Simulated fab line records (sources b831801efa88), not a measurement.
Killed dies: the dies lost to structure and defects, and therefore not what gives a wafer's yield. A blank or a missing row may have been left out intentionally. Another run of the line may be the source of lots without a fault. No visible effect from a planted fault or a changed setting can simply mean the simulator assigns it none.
Comparing a struck lot with a sound one	flow sky130	36 out of 708 route steps
Sound: the wafers L780.3, L780.4, L780.5. The struck wafers were L791.2, L791.3, L791.4. The cause is named last.
Each step with rows lists, per side, the tool, then ch with its chambers, then its first start. Under that, the readings that differ: sound wafers	struck wafers	difference of the means	sigmas: that difference in standard deviations of wafers without a fault.
alike: a reading whose means differ by less than 2 such deviations, as well as words and numbers matching on both sides. not compared: withheld readings; readings where some wafer has no value; bounds like >300 that might hide an equal value; numbers whose values overlap and for which the record gives no deviation.
The two part at a step that has a row with sigmas, a row that says differs or no value, or rows on one side only. Numbers that don't overlap but have no deviation are shown without sigmas and don't part them. Lack of a reading on every wafer of one side parts them only where that side has two or more wafers.

first, 5 steps without rows for these wafers: SKY_VT_ADJUST_HVTR_COAT_02 (resist thk 1140 nm); SKY_VT_ADJUST_HVTR_SOFTBAKE_03 (time 60 s); SKY_VT_ADJUST_HVTR_EXPOSE_04 (exposes mask HVTRM, target cd 380 nm); SKY_VT_ADJUST_HVTR_PEB_05; SKY_VT_ADJUST_HVTR_DEVELOP_06 (develop time 60 s).
SKY_VT_ADJUST_HVTR_CD_MEAS_07: the cd target is 380 nm.
  sound on cd_sem-01, day 10 02:41; struck on cd_sem-01, day 14 01:49
  alike: cd_nm
SKY_VT_ADJUST_HVTR_OVL_MEAS_08:
  sound on overlay-02, day 10 02:47; struck on overlay-02, day 14 01:56
reading	sound	struck	difference	sigmas
VT_ADJUST_HVTR_OVL (nm)	1.3 2.1 2.3	-2.4 -1.9 -0.5	-3.5	-2
then, 1 step without rows for these wafers: SKY_VT_ADJUST_HVTR_IMPLANT_09.
SKY_VT_ADJUST_HVTR_STRIP_10: strips in O2/N2.
  sound on plasma_asher-03 ch 0,1, day 10 02:59; struck on plasma_asher-04 ch 0,1, day 14 02:07
  alike: drypump_motor_current_A, oes_product_au, strip_time_to_endpoint_s
  not compared: rf_hours_counter_h
SKY_VT_ADJUST_HVTR_TW_MEAS_11:
  sound on film_metro-02, day 10 03:05; struck on film_metro-04, day 14 02:13
  alike: VT_ADJUST_HVTR_TW
then, 2 steps without rows for these wafers: SKY_VT_ADJUST_PCH_DEHYDRATE_00 (time 60 s); SKY_VT_ADJUST_PCH_HMDS_01 (prime time 60 s).
SKY_VT_ADJUST_PCH_COAT_02: resist thk 3000 nm.
  struck on litho_track-03, day 14 14:59; sound on litho_track-01 ch 0, day 10 14:25
  no value came back on the struck wafers for chill_plate_temp_C (C), dispense_pressure_kPa (kPa), exhaust_pa (Pa); on the sound wafers chill_plate_temp_C (C) reads 22.82 22.78 22.96
then, 4 steps without rows for these wafers: SKY_VT_ADJUST_PCH_SOFTBAKE_03; SKY_VT_ADJUST_PCH_EXPOSE_04 (exposes mask NWM, target cd 840 nm); SKY_VT_ADJUST_PCH_PEB_05; SKY_VT_ADJUST_PCH_DEVELOP_06 (develop time 60 s).
SKY_VT_ADJUST_PCH_OVL_MEAS_07:
  sound on overlay-01, day 11 01:50; struck on overlay-01, day 15 04:16
reading	sound	struck	difference	sigmas
VT_ADJUST_PCH_OVL (nm)	-0.3 -0.8 1.9	- - -	no value on the struck wafers	
then, 1 step without rows for these wafers: SKY_VT_ADJUST_PCH_IMPLANT_08.
SKY_VT_ADJUST_PCH_STRIP_09: strips in O2/N2.
  sound on plasma_asher-03 ch 0,1, day 11 02:02; struck on plasma_asher-01 ch 0,1, day 15 04:27
  no value came back on the struck wafers for oes_product_au (a.u.), strip_time_to_endpoint_s (s); on the sound wafers oes_product_au (a.u.) reads 0.718 0.724 0.716
  alike: drypump_motor_current_A
  not compared: rf_hours_counter_h
SKY_VT_ADJUST_PCH_TW_MEAS_10:
  sound on film_metro-01, day 11 02:07; struck on film_metro-01, day 15 04:34
  alike: VT_ADJUST_PCH_TW
then, 7 steps without rows for these wafers: SKY_SONOS_TUNNEL_DEHYDRATE_00 (time 60 s); SKY_SONOS_TUNNEL_HMDS_01 (prime time 60 s); SKY_SONOS_TUNNEL_COAT_02 (resist thk 1140 nm); SKY_SONOS_TUNNEL_SOFTBAKE_03 (time 60 s); SKY_SONOS_TUNNEL_EXPOSE_04 (exposes mask TUNM, target cd 410 nm); SKY_SONOS_TUNNEL_PEB_05; SKY_SONOS_TUNNEL_DEVELOP_06 (develop time 60 s).
SKY_SONOS_TUNNEL_CD_MEAS_07: the cd target is 410 nm.
  sound on cd_sem-02, day 12 02:01; struck on cd_sem-01, day 16 07:59
  alike: cd_nm
SKY_SONOS_TUNNEL_OVL_MEAS_08:
  sound on overlay-01, day 12 02:06; struck on overlay-01, day 16 08:05
  alike: SONOS_TUNNEL_OVL
then, 3 steps without rows for these wafers: SKY_SONOS_TUNNEL_IMPLANT_09; SKY_SONOS_TUNNEL_WET_ETCH_10 (etches SiO2 in dHF, target depth 14 nm, time 280 s); SKY_SONOS_TUNNEL_STRIP_11 (strips in SPM, time 600 s).
SKY_SONOS_TUNNEL_TW_MEAS_12:
  sound on film_metro-03, day 12 02:35; struck on film_metro-03, day 16 08:46
reading	sound	struck	difference	sigmas
SONOS_TUNNEL_TW	196.4 197.0 196.8	212.7 211.9 211.8	+15.4	+11
  not compared: hold
SKY_SONOS_ONO_OXIDATION_00: stabilise 600 s, purge 300 s, target thk 2.6 nm.
  sound on furnace-02 ch 0, day 12 02:57; struck on furnace-02 ch 0, day 16 13:40
reading	sound	struck	difference	sigmas
tube_center_temp_C_max	802.7 802.0 802.9	801.8 801.9 801.6	-0.8	-2
model.SiO2_of_SONOS_ONO_OXIDATION_00.thk_nm (nm)	2.645 2.665 2.625	2.599 2.601 2.588	-0.049	
SKY_SONOS_ONO_THK_MEAS_01:
  sound on film_metro-02, day 12 04:19; struck on film_metro-02, day 16 15:08
  alike: SONOS_ONO_OXIDATION_THK

WHERE THEY PART
First at SKY_VT_ADJUST_HVTR_OVL_MEAS_08; last, within this record, at SKY_SONOS_ONO_OXIDATION_00. Later steps at which nothing parts them and some readings are alike: SKY_SONOS_ONO_THK_MEAS_01.

WHY: what the simulator had put in
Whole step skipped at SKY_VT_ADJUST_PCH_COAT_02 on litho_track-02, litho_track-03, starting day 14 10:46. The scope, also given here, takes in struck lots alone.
